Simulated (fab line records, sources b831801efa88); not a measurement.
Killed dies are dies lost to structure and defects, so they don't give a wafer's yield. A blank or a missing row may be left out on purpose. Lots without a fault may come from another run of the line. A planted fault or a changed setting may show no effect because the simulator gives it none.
One fault seen from 2 desks | flow gf180mcu | each desk has only its own numbers; what lay behind them comes last

THE TOOL OWNER'S DESK: cvd_w-02
The tool's own readings at GF_CONTACT_CVD_24 (deposits W, target thk 300 nm, time 90.339 s): means of the sampled wafers that have a number, for each lot that ran on this tool. A lot is out of limits, marked OUT, if its mean lies more than 4 standard deviations from the usual mean; the brackets give that distance.
Columns: A = heater_power_w at GF_CONTACT_CVD_24, usual 840 W; B = susceptor_temp_C at GF_CONTACT_CVD_24, usual 400.02 C
lot  | first seen here | A   | B
L295 | day 16 02:56    | 839 | 400.09
L300 | day 18 01:39    | 841 | 400.09
L303 | day 19 05:30    | 829 | 400.08
L307 | day 20 07:56    | 836 | 399.95
L310 | day 21 19:19    | 862 | 400.10
L312 | day 22 01:51    | 833 | 396.84 (-15) OUT
L313 | day 22 10:44    | 831 | 396.80 (-15) OUT
This desk's finding: out of limits on L312, L313; first on L312, day 22 01:51 (susceptor_temp_C at GF_CONTACT_CVD_24). In limits: L295, L300, L303, L307, L310.

THE METROLOGY DESK
What the gauges read, lot by lot, whatever tool the lot ran on: means of the sampled wafers that have a number. A lot is out of limits, marked OUT, if its mean lies more than 4 standard deviations from the usual mean; the brackets give that distance.
Columns: A = CONTACT_CVD_02_THK at GF_CONTACT_THK_MEAS_03, usual 861 nm; B = CONTACT_W_RS at GF_CONTACT_RS_MEAS_25, usual 0.383 ohm/sq; C = CONTACT_W_THK at GF_CONTACT_THK_MEAS_26, usual 303 nm
lot  | first seen here | A   | B                | C
L295 | day 15 04:01    | 864 | 0.379            | 311
L296 | day 15 08:13    | 854 | 0.378            | 314
L297 | day 15 21:28    | 849 | 0.380            | 300
L298 | day 16 01:15    | 860 | 0.381            | 302
L300 | day 17 01:40    | 853 | 0.384            | 302
L302 | day 17 18:57    | 852 | 0.374            | 305
L303 | day 18 04:22    | 858 | 0.390            | 296
L307 | day 19 06:10    | 869 | 0.383            | 306
L309 | day 20 05:30    | 862 | 0.375            | 306
L310 | day 20 18:20    | 861 | 0.388            | 305
L312 | day 21 00:35    | 871 | 0.415 (+4.7) OUT | 284
L313 | day 21 10:02    | 848 | 0.417 (+5.1) OUT | 277 (-4.2) OUT
L318 | day 23 09:44    | 876 | 0.385            | 296
This desk's finding: out of limits on L312, L313; first on L312, day 22 01:58 (CONTACT_W_RS at GF_CONTACT_RS_MEAS_25). In limits: L295, L296, L297, L298, L300, L302, L303, L307, L309, L310, L318.

PUT TOGETHER
The tool owner's desk could have raised an alarm at day 22 01:51, on L312, L313.
The metrology desk could have raised an alarm at day 22 01:58, on L312, L313.
Of the lots named, all ran GF_CONTACT_CVD_24 on cvd_w-02.

WHAT THE SIMULATOR HAD PUT IN
Process parameter drift: cvd_w-02, from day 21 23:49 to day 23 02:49, at GF_CONTACT_CVD_24. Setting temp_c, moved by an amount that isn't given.
Lots struck among those shown: L312, L313.
Hours from the fault's start to each desk's first reading out of limits: the tool owner's desk, 2; the metrology desk, 2.
